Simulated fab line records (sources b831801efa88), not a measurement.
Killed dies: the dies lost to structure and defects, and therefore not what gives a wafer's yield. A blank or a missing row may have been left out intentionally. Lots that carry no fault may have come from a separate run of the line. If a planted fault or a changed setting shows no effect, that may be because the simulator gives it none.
Struck lot and sound lot, side by side + flow sky130 + 15 steps out of a route of 708
Sound: wafers L521.2, L521.3, L521.5. Struck: wafers L534.4, L534.5, L534.6. At the end, the cause is stated.
At each step with rows: each side's tool, then ch and its chambers, then its first start. Under that, the readings that differ: sound wafers + struck wafers + difference of the means + sigmas: that difference in standard deviations of wafers without a fault.
alike: readings whose means differ by less than 2 such deviations, and words and numbers that are the same on both sides. not compared: withheld readings, readings that some wafer has no value for, bounds like >300 that may hide the same value, and numbers for which the record gives no deviation and whose values overlap.
Wherever a step has rows on one side only, a row that says differs or no value, or a row with sigmas, the two part there. Non-overlapping numbers with no deviation appear without sigmas and do not part them. A reading that every wafer of one side lacks parts them only if that side has two wafers or more.

first, 4 steps without rows for these wafers: SKY_SD_P_SOFTBAKE_03 (time 60 s); SKY_SD_P_EXPOSE_04 (exposes mask PSDM, target cd 380 nm); SKY_SD_P_PEB_05; SKY_SD_P_DEVELOP_06 (develop time 60 s).
SKY_SD_P_CD_MEAS_07: the cd target is 380 nm.
  sound on cd sem-01, day 25 01:02; struck on cd sem-02, day 29 18:26
  alike: cd nm
SKY_SD_P_OVL_MEAS_08:
  sound on overlay-02, day 25 01:09; struck on overlay-01, day 29 18:31
  alike: SD_P_OVL
following that, these wafers have no rows for 1 step: SKY_SD_P_IMPLANT_09.
SKY_SD_P_STRIP_10: strips in O2/N2.
  sound on plasma asher-02 ch 0,1, day 25 01:20; struck on plasma asher-04 ch 0,1, day 29 18:43
| reading                     | sound          | struck         | difference | sigmas |
|-----------------------------|----------------|----------------|------------|--------|
| drypump motor current A (A) | 5.99 5.98 6.03 | 5.30 5.26 5.54 | -0.63      | -2     |
  alike: n2 flow sccm, oes product au, strip time to endpoint s
  not compared: rf hours counter h
SKY_SD_P_TW_MEAS_11:
  sound on film metro-03, day 25 01:26; struck on film metro-02, day 29 18:49
| reading | sound          | struck         | difference | sigmas |
|---------|----------------|----------------|------------|--------|
| SD_P_TW | 2778 2793 2782 | 2895 2886 2889 | +106       | +2     |
then, 3 steps without rows for these wafers: SKY_RES_XHIGH_DEHYDRATE_00 (time 60 s); SKY_RES_XHIGH_HMDS_01 (prime time 60 s); SKY_RES_XHIGH_COAT_02 (resist thk 1140 nm).
SKY_RES_XHIGH_SOFTBAKE_03: time 60 s.
  sound on litho track-04 ch 0, day 25 15:40; struck on litho track-03 ch 0, day 30 07:30
| reading          | sound             | struck               | difference | sigmas      |
|------------------|-------------------|----------------------|------------|-------------|
| exhaust pa (Pa)  | 44.6 45.4 45.9    | 43.9 43.1 43.6       | -1.8       | -2          |
| run length s (s) | 89.19 89.00 89.28 | 106.88 106.89 106.86 | +17.72     | +99 or more |
  alike: heater power total W
then, 1 step without rows for these wafers: SKY_RES_XHIGH_EXPOSE_04 (exposes mask URPM, target cd 1270 nm).
-- the record jumps here: 18 days lie between the struck wafers' starts before and after (it left off in module RES_XHIGH and takes up again in module PAD_OPEN, whose first step shown is number 708 of the route) --
SKY_PAD_OPEN_PROBE_99:
  sound on prober-01, day 45 11:30; struck on prober-01, day 48 17:26
  alike: killed_at_M0_to_M3, killed_at_M4_up, killed at contacts, killed at front end, killed at other, killed dies, killed open, killed short

## WHERE THEY PART
At SKY_SD_P_STRIP_10 first; at SKY_RES_XHIGH_SOFTBAKE_03 last (within this record only). Later steps at which nothing parts them and some readings are alike: SKY_PAD_OPEN_PROBE_99.

WHY: what had been put in by the simulator
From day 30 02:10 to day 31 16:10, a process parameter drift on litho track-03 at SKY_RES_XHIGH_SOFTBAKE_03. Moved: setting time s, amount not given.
